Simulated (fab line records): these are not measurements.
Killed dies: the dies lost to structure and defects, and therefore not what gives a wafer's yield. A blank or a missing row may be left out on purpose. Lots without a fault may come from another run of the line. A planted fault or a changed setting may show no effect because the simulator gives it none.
One fault through the eyes of 2 desks -- flow sky130 -- numbers are kept per desk, each desk with only its own; the story behind them comes last

AT THE METROLOGY DESK
Means of the sampled wafers that have a number, per lot and without regard to the tool the lot ran on: this is what the gauges read. Any lot whose mean is over 4 standard deviations away from the usual mean is out of limits and marked OUT; that distance is given in the brackets.
Columns: A = SONOS_TUNNEL_OVL at SKY_SONOS_TUNNEL_OVL_MEAS_08, usual -0.9 nm; B = LDD_P_TW at SKY_LDD_P_TW_MEAS_11, usual 639
lot,first seen here,A,B
L200,day 11 06:37,-1.2,636
L203,day 12 06:43,1.1,641
L204,day 12 17:37,-0.1,639
L207,day 13 19:49,-0.3,639
L208,day 13 21:40,-1.4,638
L211,day 15 03:16,-2.6,638
L212,day 15 13:23,-1.4,636
L215,day 16 04:07,-1.3,563 (-25) OUT
L216,day 16 17:25,-1.2,564 (-24) OUT
L218,day 17 06:43,-2.2,560 (-25) OUT
L221,day 18 12:02,0.8,641
L222,day 18 19:10,-2.9,643
Per this desk, out of limits: L215, L216, L218; the first was L215, day 24 09:22 (LDD_P_TW at SKY_LDD_P_TW_MEAS_11). In limits: L200, L203, L204, L207, L208, L211, L212, L221, L222.

DESK OF THE TOOL OWNER: implanter-03
SKY_LDD_P_IMPLANT_09, tool's own readings: per-lot mean of the sampled wafers with a number, covering each lot this tool ran. Any lot whose mean is over 4 standard deviations away from the usual mean is out of limits and marked OUT; that distance is given in the brackets.
Columns: A = faraday-current-uA at SKY_LDD_P_IMPLANT_09, usual 56.5
lot,first seen here,A
L203,day 20 04:14,55.2
L207,day 21 23:45,57.1
L212,day 23 16:44,56.3
L215,day 24 09:08,57.2
L216,day 24 22:40,55.9
L218,day 25 15:17,55.7
This desk's finding: nothing out of limits on any of the 6 lots.

ALL TOGETHER
At day 24 09:22 the metrology desk could have sounded an alarm, on L215, L216, L218.
Nothing out of limits was seen by the tool owner's desk.
Tool owner's desk: L215, L216, L218 on record, inside its limits.
All the named lots went through SKY_LDD_P_IMPLANT_09 on implanter-03.

WHAT HAD BEEN PUT IN BY THE SIMULATOR
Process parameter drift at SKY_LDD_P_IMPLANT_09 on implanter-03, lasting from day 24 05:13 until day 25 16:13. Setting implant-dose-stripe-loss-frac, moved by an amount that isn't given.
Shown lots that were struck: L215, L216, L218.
Time in hours between the start of the fault and the first out-of-limits reading at each desk: metrology desk, 4.
